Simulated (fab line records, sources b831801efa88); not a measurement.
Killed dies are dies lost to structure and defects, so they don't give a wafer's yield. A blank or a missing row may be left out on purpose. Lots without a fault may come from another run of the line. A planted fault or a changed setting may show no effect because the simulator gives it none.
Which tool did it? | flow gf180mcu | 24 lots, 72 wafers sampled, at 6 steps of a route of 602

WHAT THE GAUGES READ, wafer by wafer
GF_V1_CD_MEAS_14: target cd 260 nm.
lot  | measured     | on        | cd_nm (nm)
L074 | day 18 01:37 | cd_sem-01 | 260.1 262.0 261.8
L075 | day 18 09:29 | cd_sem-01 | 259.3 258.3 258.9
L076 | day 19 01:12 | cd_sem-02 | 258.9 259.7 259.2
L077 | day 19 06:17 | cd_sem-01 | 258.5 258.0 257.5
L078 | day 19 16:51 | cd_sem-02 | 260.6 261.3 260.9
L079 | day 20 03:57 | cd_sem-02 | 261.8 261.7 261.4
L080 | day 20 06:27 | cd_sem-01 | 260.6 261.6 260.5
L081 | day 21 00:55 | cd_sem-02 | 262.7 262.6 260.5
L082 | day 21 03:09 | cd_sem-02 | 258.8 258.5 259.5
L083 | day 21 10:47 | cd_sem-01 | 260.4 261.7 260.6
L084 | day 22 01:44 | cd_sem-02 | 259.1 259.1 258.8
L085 | day 22 10:30 | cd_sem-02 | 261.4 260.9 261.0
L086 | day 22 16:17 | cd_sem-01 | 258.7 259.3 259.4
L087 | day 22 19:38 | cd_sem-01 | 260.8 261.0 260.4
L088 | day 23 09:07 | cd_sem-02 | 258.4 258.7 259.0
L089 | day 23 16:33 | cd_sem-01 | 257.9 258.8 257.8
L090 | day 24 01:56 | cd_sem-02 | 258.3 260.3 259.4
L091 | day 24 07:48 | cd_sem-01 | 260.3 259.7 259.7
L092 | day 24 15:04 | cd_sem-02 | 261.0 260.4 259.8
L093 | day 24 21:42 | cd_sem-01 | 258.2 259.5 259.8
L094 | day 25 08:59 | cd_sem-02 | 260.5 260.3 260.4
L095 | day 25 11:25 | cd_sem-02 | 259.0 259.5 260.4
L096 | day 25 19:11 | cd_sem-02 | 260.1 260.0 259.7
L097 | day 26 11:40 | cd_sem-02 | 260.3 260.4 261.6

GF_V2_OVL_MEAS_15.
lot  | measured     | on         | V2_OVL (nm)
L074 | day 20 04:53 | overlay-02 | 4 2 4
L075 | day 20 13:59 | overlay-01 | 0 -1 7
L076 | day 21 04:59 | overlay-01 | 3 9 12
L077 | day 21 10:19 | overlay-01 | -2 -8 -5
L078 | day 21 20:34 | overlay-01 | 3 3 0
L079 | day 22 06:55 | overlay-01 | 0 0 -6
L080 | day 22 09:04 | overlay-02 | 7 9 6
L081 | day 23 02:32 | overlay-01 | -8 -6 -4
L082 | day 23 05:25 | overlay-02 | -6 -4 -12
L083 | day 23 12:22 | overlay-02 | -2 0 -3
L084 | day 24 02:26 | overlay-02 | 3 3 -1
L085 | day 24 10:46 | overlay-02 | -5 3 1
L086 | day 24 17:04 | overlay-01 | 0 -10 -4
L087 | day 24 19:35 | overlay-01 | 11 7 6
L088 | day 25 08:11 | overlay-01 | -5 -3 2
L089 | day 25 15:04 | overlay-01 | -3 -4 0
L090 | day 26 01:05 | overlay-02 | 2 -3 2
L091 | day 26 06:05 | overlay-02 | -14 -10 -12
L092 | day 26 11:53 | overlay-01 | -17 -6 -15
L093 | day 26 19:38 | overlay-02 | 0 -6 1
L094 | day 27 04:49 | overlay-02 | -6 -3 -6
L095 | day 27 08:31 | overlay-01 | -4 0 -1
L096 | day 27 14:50 | overlay-02 | -1 -9 -4
L097 | day 28 06:58 | overlay-02 | 3 8 2

GF_V4_THK_MEAS_03.
lot  | measured     | on            | V4_CVD_02_THK (nm)
L074 | day 23 09:11 | film_metro-01 | 836 828 841
L075 | day 23 19:05 | film_metro-01 | 835 859 850
L076 | day 24 08:22 | film_metro-04 | 874 849 853
L077 | day 24 12:02 | film_metro-03 | 848 858 867
L078 | day 24 21:46 | film_metro-03 | 841 845 852
L079 | day 25 06:40 | film_metro-01 | 833 852 856
L080 | day 25 08:51 | film_metro-01 | 837 846 852
L081 | day 26 02:04 | film_metro-01 | 842 860 861
L082 | day 26 03:41 | film_metro-01 | 840 858 852
L083 | day 26 11:22 | film_metro-03 | 842 861 850
L084 | day 27 01:11 | film_metro-04 | 849 849 856
L085 | day 27 07:28 | film_metro-01 | 856 852 860
L086 | day 27 11:48 | film_metro-04 | 850 859 861
L087 | day 27 15:10 | film_metro-04 | 855 859 854
L088 | day 28 02:49 | film_metro-04 | 854 849 864
L089 | day 28 08:23 | film_metro-04 | 854 856 881
L090 | day 28 18:04 | film_metro-01 | 843 845 840
L091 | day 28 23:44 | film_metro-01 | 849 849 857
L092 | day 29 04:17 | film_metro-01 | 850 862 864
L093 | day 29 13:27 | film_metro-01 | 862 863 860
L094 | day 29 21:08 | film_metro-01 | 851 868 851
L095 | day 30 00:19 | film_metro-01 | 859 859 867
L096 | day 30 06:45 | film_metro-01 | 848 871 870
L097 | day 30 20:17 | film_metro-01 | 849 856 861

WHICH TOOL RAN EACH LOT (tool, then ch and the chambers of the sampled wafers, then the start)
lot  | GF_CONTACT_SPUTTER_22        | GF_V2_CVD_02                    | GF_V2_ETCH_16
L074 | pvd_sputter-03, day 16 01:50 | pecvd-04 ch 0,1, day 19 04:01   | rie_diel-03 ch 2,3, day 20 04:55
L075 | pvd_sputter-04, day 16 08:38 | pecvd-01 ch 0,1, day 19 12:50   | rie_diel-03 ch 1,2,3, day 20 14:01
L076 | pvd_sputter-01, day 16 23:00 | pecvd-04 ch 0,1,2, day 20 04:58 | rie_diel-03 ch 2,3, day 21 05:00
L077 | pvd_sputter-04, day 17 04:14 | pecvd-01 ch 0,2, day 20 09:41   | rie_diel-04 ch 1,3, day 21 10:21
L078 | pvd_sputter-01, day 17 14:10 | pecvd-04 ch 0,2, day 20 20:14   | rie_diel-03 ch 0,2,3, day 21 20:36
L079 | pvd_sputter-01, day 18 00:58 | pecvd-02 ch 0,2, day 21 06:21   | rie_diel-04 ch 0,2,3, day 22 06:57
L080 | pvd_sputter-04, day 18 03:04 | pecvd-02 ch 1,2, day 21 08:44   | rie_diel-03 ch 0,2, day 22 09:06
L081 | pvd_sputter-04, day 18 22:07 | pecvd-01 ch 0,1,2, day 22 03:11 | rie_diel-02 ch 0,2, day 23 02:34
L082 | pvd_sputter-01, day 19 00:46 | pecvd-01 ch 0,1, day 22 05:43   | rie_diel-03 ch 0,1, day 23 05:27
L083 | pvd_sputter-03, day 19 08:01 | pecvd-04 ch 0,1,2, day 22 12:52 | rie_diel-03 ch 2,3, day 23 12:24
L084 | pvd_sputter-03, day 19 23:44 | pecvd-04 ch 0,1,2, day 23 03:11 | rie_diel-04 ch 0,1,3, day 24 02:27
L085 | pvd_sputter-03, day 20 08:59 | pecvd-02 ch 0,1,2, day 23 11:40 | rie_diel-02 ch 1,2,3, day 24 10:48
L086 | pvd_sputter-01, day 20 14:58 | pecvd-02 ch 0,2, day 23 17:41   | rie_diel-02 ch 0,1,2, day 24 17:06
L087 | pvd_sputter-01, day 20 18:08 | pecvd-04 ch 0,1,2, day 23 20:58 | rie_diel-02 ch 0,1,2, day 24 19:36
L088 | pvd_sputter-03, day 21 08:10 | pecvd-01 ch 0,1,2, day 24 10:41 | rie_diel-04 ch 1,2,3, day 25 08:12
L089 | pvd_sputter-03, day 21 15:58 | pecvd-02 ch 0,1, day 24 17:46   | rie_diel-02 ch 0,1,2, day 25 15:06
L090 | pvd_sputter-03, day 22 02:29 | pecvd-02 ch 0,1,2, day 25 02:54 | rie_diel-03 ch 0,2,3, day 26 01:07
L091 | pvd_sputter-01, day 22 07:43 | pecvd-02 ch 0,1,2, day 25 07:52 | rie_diel-03 ch 0,3, day 26 06:07
L092 | pvd_sputter-03, day 22 14:55 | pecvd-04 ch 1,2, day 25 14:35   | rie_diel-04 ch 0,1,3, day 26 11:55
L093 | pvd_sputter-03, day 22 23:22 | pecvd-04 ch 0,1,2, day 25 21:37 | rie_diel-03 ch 0,2,3, day 26 19:40
L094 | pvd_sputter-03, day 23 10:23 | pecvd-04 ch 0,1, day 26 07:44   | rie_diel-04 ch 0,1,3, day 27 04:51
L095 | pvd_sputter-01, day 23 13:46 | pecvd-01 ch 0,2, day 26 11:36   | rie_diel-04 ch 1,2,3, day 27 08:33
L096 | pvd_sputter-03, day 23 21:05 | pecvd-02 ch 0,2, day 26 18:21   | rie_diel-02 ch 0,1,3, day 27 14:52
L097 | pvd_sputter-03, day 24 14:07 | pecvd-04 ch 0,1,2, day 27 10:14 | rie_diel-02 ch 2,3, day 28 07:00
- GF_CONTACT_SPUTTER_22: material Ti, target thk 15 nm, time 80.02 s.
- GF_V2_CVD_02: deposits SiO2 from TEOS, target thk 850 nm, time 94.851 s.
- GF_V2_ETCH_16: etches BARC in N2/H2.

WHAT THE TOOLS THEMSELVES READ (means of the sampled wafers that have a number; where no wafer has one, the mark that the record gives instead)
GF_CONTACT_SPUTTER_22.
lot  | tool           | throttle_valve_pct (%)
L074 | pvd_sputter-03 | 29.8
L075 | pvd_sputter-04 | 28.8
L076 | pvd_sputter-01 | 29.3
L077 | pvd_sputter-04 | 29.2
L078 | pvd_sputter-01 | 29.7
L079 | pvd_sputter-01 | 30.6
L080 | pvd_sputter-04 | 29.4
L081 | pvd_sputter-04 | 29.3
L082 | pvd_sputter-01 | 31.5
L083 | pvd_sputter-03 | 30.8
L084 | pvd_sputter-03 | 29.8
L085 | pvd_sputter-03 | 30.2
L086 | pvd_sputter-01 | 31.6
L087 | pvd_sputter-01 | 29.6
L088 | pvd_sputter-03 | 31.7
L089 | pvd_sputter-03 | 29.7
L090 | pvd_sputter-03 | 30.7
L091 | pvd_sputter-01 | 30.5
L092 | pvd_sputter-03 | 30.2
L093 | pvd_sputter-03 | 31.5
L094 | pvd_sputter-03 | 30.6
L095 | pvd_sputter-01 | 30.4
L096 | pvd_sputter-03 | 29.7
L097 | pvd_sputter-03 | 30.1

GF_V2_CVD_02.
lot  | tool     | heater_power_w (W)
L074 | pecvd-04 | 620
L075 | pecvd-01 | 712
L076 | pecvd-04 | 554
L077 | pecvd-01 | 630
L078 | pecvd-04 | 599
L079 | pecvd-02 | 583
L080 | pecvd-02 | 714
L081 | pecvd-01 | 675
L082 | pecvd-01 | 718
L083 | pecvd-04 | 603
L084 | pecvd-04 | 572
L085 | pecvd-02 | 677
L086 | pecvd-02 | 535
L087 | pecvd-04 | 541
L088 | pecvd-01 | 686
L089 | pecvd-02 | 755
L090 | pecvd-02 | 679
L091 | pecvd-02 | 693
L092 | pecvd-04 | 491
L093 | pecvd-04 | 608
L094 | pecvd-04 | 677
L095 | pecvd-01 | 643
L096 | pecvd-02 | 569
L097 | pecvd-04 | 610

GF_V2_ETCH_16.
lot  | tool        | drypump_motor_current_A (A) | oes_product_au (a.u.) | throttle_valve_pct (%)
L074 | rie_diel-03 | 5.6                         | 0.851                 | 13.220
L075 | rie_diel-03 | 5.7                         | 0.855                 | 13.224
L076 | rie_diel-03 | 5.7                         | 0.853                 | 13.230
L077 | rie_diel-04 | 5.6                         | 0.860                 | 13.225
L078 | rie_diel-03 | 5.7                         | 0.854                 | 13.228
L079 | rie_diel-04 | 5.9                         | 0.855                 | 13.223
L080 | rie_diel-03 | 5.9                         | 0.856                 | 13.226
L081 | rie_diel-02 | 6.3                         | 0.849                 | 13.221
L082 | rie_diel-03 | 6.0                         | 0.854                 | 13.216
L083 | rie_diel-03 | 5.4                         | 0.852                 | 13.225
L084 | rie_diel-04 | 5.6                         | 0.858                 | 13.231
L085 | rie_diel-02 | 5.8                         | 0.854                 | 13.225
L086 | rie_diel-02 | 6.0                         | 0.853                 | 13.225
L087 | rie_diel-02 | 6.1                         | 0.857                 | 13.216
L088 | rie_diel-04 | 5.8                         | 0.855                 | 13.224
L089 | rie_diel-02 | 6.1                         | 0.853                 | 13.232
L090 | rie_diel-03 | 5.7                         | 0.849                 | 13.220
L091 | rie_diel-03 | 5.6                         | 0.855                 | 13.226
L092 | rie_diel-04 | 5.6                         | 0.860                 | 13.227
L093 | rie_diel-03 | 5.6                         | 0.852                 | 13.215
L094 | rie_diel-04 | 5.6                         | 0.857                 | 13.227
L095 | rie_diel-04 | 5.8                         | 0.857                 | 13.229
L096 | rie_diel-02 | 5.9                         | 0.856                 | 13.232
L097 | rie_diel-02 | 6.0                         | 0.855                 | 13.225

THE ANSWER, worked out from the rows above alone
Rule: what is usual is taken from the lots themselves. Put in order of their means at a reading, lots are off if they are a third of the lots or fewer, leave a main group of 4 or more, and stand apart from it by a gap of 3 or more times the standard deviation of the main group's means; of several such gaps the widest counts. A main group whose means are all the same, to the digits that the tables above print for the reading, isn't used. A lot without any number at a reading at which 4 lots or more have one is off too. The other lots that the step has rows for count as sound. The gauges are gone through in route order, then the tools' own readings, and for those a lot's mean is taken as printed above. The first step at which some lot is off is used, and at that step the reading that is off furthest; a lot without a number counts as furthest.
No lot is off at any reading shown: from this, nothing can be told.

WHAT THE SIMULATOR HAD PUT IN
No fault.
